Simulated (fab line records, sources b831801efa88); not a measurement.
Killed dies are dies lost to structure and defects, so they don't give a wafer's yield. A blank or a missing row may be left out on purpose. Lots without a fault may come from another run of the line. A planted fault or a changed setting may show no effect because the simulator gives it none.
A struck lot beside a sound one | flow sky130 | 23 steps out of a route of 708
Sound: wafers L796.2, L796.4, L796.6. Struck: wafers L793.1, L793.3. The cause comes at the end.
At each step with rows: each side's tool, then ch and its chambers, then its first start. Under that, the readings that differ: sound wafers | struck wafers | difference of the means | sigmas: that difference in standard deviations of wafers without a fault.
alike: readings whose means differ by less than 2 such deviations, and words and numbers that are the same on both sides. not compared: withheld readings, readings that some wafer has no value for, bounds like >300 that may hide the same value, and numbers for which the record gives no deviation and whose values overlap.
The two part at a step that has a row with sigmas, a row that says differs or no value, or rows on one side only. Numbers that don't overlap but have no deviation are shown without sigmas and don't part them. A reading that every wafer of one side lacks parts them only if that side has two wafers or more.

first, 1 step without rows for these wafers: SKY_LI_CONTACT_PRE_CLEAN_18 (time 5.6 s).
SKY_LI_CONTACT_SPUTTER_19: material Ti, target thk 20 nm, time 106.37 s.
  sound on pvd_sputter-01, day 33 21:32; struck on pvd_sputter-02, day 32 04:37
  alike: throttle_valve_pct
SKY_LI_CONTACT_SPUTTER_20: material TiN, target thk 20 nm, time 80 s.
  sound on pvd_sputter-01, day 33 21:37; struck on pvd_sputter-02, day 32 04:42
  alike: throttle_valve_pct
SKY_LI_CONTACT_CVD_21: deposits W, target thk 400 nm, time 120.56 s.
  sound on cvd_w-01 ch 0,1, day 33 21:40; struck on cvd_w-02 ch 0,1, day 32 04:46
  alike: heater_power_w, susceptor_temp_C
SKY_LI_CONTACT_RS_MEAS_22: measures by four-point-probe.
  sound on film_metro-03, day 33 21:49; struck on film_metro-03, day 32 04:53
  alike: LI_CONTACT_W_RS
SKY_LI_CONTACT_THK_MEAS_23: measures by xrf.
  sound on film_metro-03, day 33 21:56; struck on film_metro-03, day 32 05:00
  alike: LI_CONTACT_W_THK
SKY_LI_CONTACT_CMP_24: polishes, stops on PSG, t overpolish 20 s, target thk 0 nm.
  sound on cmp-01 ch 0,1,3, day 33 22:05; struck on cmp-01 ch 0,3, day 32 05:04
  alike: edge_zone_pressure_frac, motor_current_A, overpolish_run_s, time_to_endpoint_s
SKY_LOCAL_INTERCONNECT_SPUTTER_00: material TiN, target thk 100 nm, time 83.3 s.
  sound on pvd_sputter-03, day 33 22:17; struck on pvd_sputter-03, day 32 05:22
  alike: susceptor_temp_C, throttle_valve_pct
SKY_LOCAL_INTERCONNECT_RS_MEAS_01: measures by four-point-probe.
  sound on film_metro-01, day 33 22:22; struck on film_metro-01, day 32 05:25
  alike: LOCAL_INTERCONNECT_TIN_RS
SKY_LOCAL_INTERCONNECT_THK_MEAS_02: measures by xrf.
  sound on film_metro-01, day 33 22:28; struck on film_metro-01, day 32 05:32
  alike: LOCAL_INTERCONNECT_TIN_THK
then, 2 steps without rows for these wafers: SKY_LOCAL_INTERCONNECT_DEHYDRATE_03 (time 60 s); SKY_LOCAL_INTERCONNECT_HMDS_04 (prime time 60 s).
SKY_LOCAL_INTERCONNECT_COAT_05: resist thk 60 nm.
  sound on litho_track-03 ch 0, day 34 11:01; struck on litho_track-01 ch 0, day 32 18:29
  alike: exhaust_pa
then, 5 steps without rows for these wafers: SKY_LOCAL_INTERCONNECT_COAT_06 (resist thk 450 nm); SKY_LOCAL_INTERCONNECT_SOFTBAKE_07 (time 90 s); SKY_LOCAL_INTERCONNECT_EXPOSE_08 (exposes mask LI1M, target cd 170 nm); SKY_LOCAL_INTERCONNECT_PEB_09; SKY_LOCAL_INTERCONNECT_DEVELOP_10 (develop time 60 s).
SKY_LOCAL_INTERCONNECT_CD_MEAS_11: target cd 170 nm.
  sound on cd_sem-01, day 35 00:45; struck on cd_sem-01, day 33 07:46
  alike: cd_nm
SKY_LOCAL_INTERCONNECT_OVL_MEAS_12:
  sound on overlay-01, day 35 00:52; struck on overlay-02, day 33 07:53
  alike: LOCAL_INTERCONNECT_OVL
SKY_LOCAL_INTERCONNECT_ETCH_13: etches BARC in N2/H2, stops on SiO2, time 45.9 s, target depth 60 nm.
  sound on rie_metal-03 ch 1, day 35 00:53; struck on rie_metal-01 ch 0,1, day 33 07:56
  reading                     | sound            | struck      | difference | sigmas
  drypump_motor_current_A (A) | 6.8 6.8 6.8      | 5.5 5.8     | -1.1       | -3
  model.etch.depth_nm (nm)    | 60.2 60.17 60.21 | 60.69 60.76 | +0.53      |
  alike: chamber_pressure_mTorr, he_backside_leak_sccm, n2_flow_sccm, oes_product_au, throttle_valve_pct
  not compared: rf_hours_counter_h
then, 1 step without rows for these wafers: SKY_LOCAL_INTERCONNECT_METAL_ETCH_14 (etches TiN in Cl2/BCl3, stops on PSG, target depth 110 nm, time 31.4 s).
-- the record jumps here: 15 days lie between the struck wafers' starts before and after (it left off in module LOCAL_INTERCONNECT and takes up again in module PAD_OPEN, whose first step shown is number 708 of the route) --
SKY_PAD_OPEN_PROBE_99:
  the record has rows for the struck wafers here (prober-02, day 47 22:47) and none for the sound ones

WHERE THEY PART
First at SKY_LOCAL_INTERCONNECT_ETCH_13; last, within this record, at SKY_PAD_OPEN_PROBE_99.

WHY: what the simulator had put in
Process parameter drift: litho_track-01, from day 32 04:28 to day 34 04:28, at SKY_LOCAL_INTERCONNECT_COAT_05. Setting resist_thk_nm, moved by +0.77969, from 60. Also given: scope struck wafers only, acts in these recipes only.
